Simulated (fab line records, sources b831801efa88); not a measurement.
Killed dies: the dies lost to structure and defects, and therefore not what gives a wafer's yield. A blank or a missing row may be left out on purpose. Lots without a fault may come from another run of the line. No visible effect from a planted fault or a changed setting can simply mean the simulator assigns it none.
What tool caused it? -- flow gf180mcu -- 12 lots with 36 wafers sampled at 6 steps, on a route of 602 steps

WHAT THE GAUGES SHOWED, per wafer
GF_NWELL_TW_MEAS_11. Usual: NWELL_TW 1569, standard deviation 14.
lot,measured,on,NWELL_TW,flag
L675,day 3 13:18,film metro-01,1592 1585 1589,
L677,day 3 23:10,film metro-01,1582 1581 1581,
L678,day 4 05:02,film metro-04,1562 1565 1560,
L679,day 4 10:55,film metro-03,1562 1557 1562,
L680,day 4 14:43,film metro-01,1585 1583 1587,
L681,day 4 23:08,film metro-01,1586 1586 1589,
L682,day 5 02:29,film metro-01,1584 1582 1573,
L688,day 6 11:24,film metro-03,1578 1560 1563,
L689,day 6 19:38,film metro-03,1566 1557 1557,
L690,day 7 00:17,film metro-04,1553 1541 1541,
L692,day 7 10:43,film metro-01,1573 1577 1579,
L695,day 8 02:12,film metro-03,1549 1546 1546,

GF_MVSD_TW_MEAS_11. Usual: MVSD_TW 1562, standard deviation 17.
lot,measured,on,MVSD_TW,flag
L675,day 4 15:04,film metro-03,1564 1560 1559,
L677,day 5 02:56,film metro-03,1559 1567 1557,
L678,day 5 08:23,film metro-01,1599 1585 1596,
L679,day 5 14:48,film metro-01,1591 1589 1587,
L680,day 5 19:05,film metro-01,1590 1590 1593,
L681,day 6 04:43,film metro-03,1566 1571 1569,
L682,day 6 07:58,film metro-01,1595 1590 1582,
L688,day 7 19:30,film metro-04,1450 1452 1459,OFF
L689,day 8 04:19,film metro-03,1473 1470 1467,OFF
L690,day 8 09:31,film metro-03,1562 1569 1553,
L692,day 8 20:20,film metro-01,1579 1589 1575,
L695,day 9 13:17,film metro-03,1562 1564 1566,

GF_MVPSD_TW_MEAS_11. Usual: MVPSD_TW 549, standard deviation 5.9.
lot,measured,on,MVPSD_TW,flag
L675,day 5 04:56,film metro-04,549 546 546,
L677,day 5 17:16,film metro-04,546 547 547,
L678,day 5 22:13,film metro-01,558 557 557,
L679,day 6 05:43,film metro-03,552 552 549,
L680,day 6 10:09,film metro-04,538 542 544,
L681,day 6 19:47,film metro-04,543 543 542,
L682,day 6 23:28,film metro-04,543 546 541,
L688,day 8 12:43,film metro-04,540 541 544,
L689,day 8 21:16,film metro-01,558 551 555,
L690,day 9 02:35,film metro-01,557 557 556,
L692,day 9 14:05,film metro-03,549 545 545,
L695,day 10 07:34,film metro-01,554 558 556,

GF_VT_IMPLANT_RS_MEAS_46: a four-point-probe measurement. Usual: MVSD_RS 457.0 ohm/sq, standard deviation 1.3.
lot,measured,on,MVSD_RS (ohm/sq),flag
L675,day 7 18:34,film metro-04,458.2 456.4 457.4,
L677,day 8 07:56,film metro-03,457.3 458.7 457.5,
L678,day 8 14:45,film metro-04,456.3 455.5 456.2,
L679,day 8 23:19,film metro-01,455.5 456.6 456.7,
L680,day 9 04:13,film metro-03,458.6 457.1 458.3,
L681,day 9 14:14,film metro-04,455.7 455.2 456.1,
L682,day 9 19:01,film metro-04,457.5 456.5 457.2,
L688,day 11 13:32,film metro-03,511.3 509.9 512.0,OFF
L689,day 11 22:32,film metro-04,508.5 511.0 509.1,OFF
L690,day 12 04:10,film metro-03,458.0 456.7 457.4,
L692,day 12 17:35,film metro-04,456.9 457.6 458.4,
L695,day 13 13:05,film metro-03,459.5 458.3 459.5,

WHICH TOOL RAN EACH LOT (tool, then ch and the chambers of the sampled wafers, then the start)
lot,GF_STI_STRIP_15,GF_MVSD_IMPLANT_08
L675,"plasma asher-02 ch 0,1, day 2 06:41","implanter-04 ch 0, day 4 14:41"
L677,"plasma asher-03 ch 0,1, day 2 16:42","implanter-02 ch 0, day 5 02:34"
L678,"plasma asher-04 ch 0,1, day 2 21:32","implanter-04 ch 0, day 5 08:02"
L679,"plasma asher-02 ch 0,1, day 3 04:14","implanter-03 ch 0, day 5 14:26"
L680,"plasma asher-02 ch 0,1, day 3 08:32","implanter-03 ch 0, day 5 18:41"
L681,"plasma asher-04 ch 0,1, day 3 13:17","implanter-03 ch 0, day 6 04:19"
L682,"plasma asher-03 ch 0,1, day 3 18:49","implanter-04 ch 0, day 6 07:34"
L688,"plasma asher-03 ch 0,1, day 5 00:50","implanter-04 ch 0, day 7 19:06"
L689,"plasma asher-04 ch 0,1, day 5 08:32","implanter-04 ch 0, day 8 03:55"
L690,"plasma asher-02 ch 0,1, day 5 13:31","implanter-03 ch 0, day 8 09:07"
L692,"plasma asher-02 ch 0,1, day 5 23:40","implanter-03 ch 0, day 8 19:58"
L695,"plasma asher-03 ch 0,1, day 6 13:28","implanter-03 ch 0, day 9 12:53"
- GF_STI_STRIP_15: strips in O2/N2.
- GF_MVSD_IMPLANT_08

WHAT THE TOOLS THEMSELVES READ (means of the sampled wafers that have a number; where no wafer has one, the mark that the record gives instead)
GF_STI_STRIP_15. Usual: drypump motor current A 5.94 A, standard deviation 0.29; heater power w 361 W, standard deviation 39; oes product au 0.383 a.u., standard deviation 0.0054; strip time to endpoint s 3.73 s, standard deviation 0.052.
lot,tool,drypump motor current A (A),heater power w (W),oes product au (a.u.),strip time to endpoint s (s),flag
L675,plasma asher-02,6.02,365,0.387,3.73,
L677,plasma asher-03,5.96,393,0.389,3.75,
L678,plasma asher-04,5.81,313,0.382,3.72,
L679,plasma asher-02,6.17,374,0.386,3.77,
L680,plasma asher-02,6.01,367,0.392,3.76,
L681,plasma asher-04,5.52,291,0.378,3.67,
L682,plasma asher-03,5.92,367,0.386,3.75,
L688,plasma asher-03,5.94,367,0.381,3.74,
L689,plasma asher-04,5.82,311,0.380,3.75,
L690,plasma asher-02,6.17,382,0.384,3.63,
L692,plasma asher-02,6.02,358,0.384,3.73,
L695,plasma asher-03,5.92,369,0.379,3.74,

GF_MVSD_IMPLANT_08. Usual: beam energy keV 399.99, standard deviation 0.12; dose ions cm2 1.6e+13, standard deviation 1.6e+10; faraday current uA 90.0, standard deviation 1.8.
lot,tool,beam energy keV,dose ions cm2,faraday current uA,flag
L675,implanter-04,400.08,1.6e+13,89.3,
L677,implanter-02,399.97,1.6e+13,88.7,
L678,implanter-04,399.90,1.6e+13,89.4,
L679,implanter-03,400.03,1.6e+13,90.5,
L680,implanter-03,399.88,1.6e+13,91.3,
L681,implanter-03,400.00,1.6e+13,90.6,
L682,implanter-04,400.07,1.6e+13,90.5,
L688,implanter-04,400.04,1.3e+13,71.2,OFF
L689,implanter-04,399.97,1.3e+13,71.9,OFF
L690,implanter-03,399.93,1.6e+13,89.0,
L692,implanter-03,399.96,1.6e+13,91.2,
L695,implanter-03,399.78,1.6e+13,91.5,

THE ANSWER, worked out from the rows above alone
Rule: take the mean of a lot's wafers that have a number; if it is more than 3 standard deviations from the usual mean, the lot is off. Also off: a lot with no number at a reading for which 4 or more lots have one. Any other lot the step has rows for is counted as sound. First the gauges in route order, then the tools' own readings, where a lot's mean is used as printed above. The first step at which some lot is off is used, and at that step the reading that is off furthest; a lot without a number counts as furthest.
Off: L688, L689, at GF_MVSD_TW_MEAS_11 (MVSD_TW).
A tool fits if, at a process step before that reading, it ran every lot that is off, and no sound lot after the first of them. The gauges at GF_MVSD_TW_MEAS_11 aren't tried: what is off there is off at GF_MVSD_IMPLANT_08 too, on other tools, and a gauge's error can't cause that. One candidate fits, namely implanter-04 at GF_MVSD_IMPLANT_08. A fault onset in the window from L682 (day 6 07:34, its last sound lot) to L688 (day 7 19:06, its first lot off) fits.
The tool's own readings at GF_MVSD_IMPLANT_08 bear it out: on the lots that are off they differ by more than 5 times the standard deviation of the sound lots' means. dose ions cm2 reads 1.3e+13 there against 1.6e+13 on the sound lots; faraday current uA reads 71.6 there against 90.2 on the sound lots.

WHAT THE SIMULATOR PUT IN
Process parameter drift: implanter-04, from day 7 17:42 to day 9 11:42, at GF_MVSD_IMPLANT_08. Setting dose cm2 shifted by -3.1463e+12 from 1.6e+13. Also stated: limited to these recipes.
Struck lots among those shown: L688, L689. Same finding as the rule above.
